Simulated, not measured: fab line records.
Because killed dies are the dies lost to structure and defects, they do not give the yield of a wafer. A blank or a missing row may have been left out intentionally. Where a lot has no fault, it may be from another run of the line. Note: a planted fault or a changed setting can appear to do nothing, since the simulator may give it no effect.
Chamber matching | flow gf180mcu | rieSi-02 running GF_POLY_GATE_ETCH_13: 4 sister chambers
The step etches poly-Si in HBr/Cl2, stops on SiO2, target depth 198.5 nm, time 69.6 s. 4 wafers are shown with their chamber, then 7 later ones without.

WAFERS WITH THEIR CHAMBER
wafer  | chamber | drypumpMotorCurrentA (A)
L501.5 | 2       | 6.2
L501.6 | 1       | 5.8
L509.2 | 3       | 5.1
L509.5 | 0       | 5.5

WAFERS WITHOUT THEIR CHAMBER
wafer  | drypumpMotorCurrentA (A)
L509.6 | 5.0
L510.1 | 5.8
L510.3 | 6.2
L510.6 | 5.8
L511.2 | 6.2
L511.3 | 5.0
L511.6 | 5.0

WHICH CHAMBER EACH ONE RAN IN
wafer  | from the rows above | in truth
L509.6 | 3                   | 3
L510.1 | 1                   | 1
L510.3 | 2                   | 2
L510.6 | 1                   | 1
L511.2 | 2                   | 2
L511.3 | 3                   | 3
L511.6 | 3                   | 3
7 of 7 placed correctly. From these rows, 0 cannot be placed. Number placed wrongly: 0.
How it was worked out, from the rows above alone: a wafer's distance from a chamber is the root of the sum, over the readings, of the square of ((its reading less the chamber's mean) divided by the reading's scatter). The wafer belongs to the nearest chamber; if the next one is less than 2 further off, it can't be placed. Each chamber's mean is taken over the wafers shown for it. The scatter (one wafer shown for each chamber): square how far every hidden wafer sits from the nearest shown wafer, average those squares and take the square root.
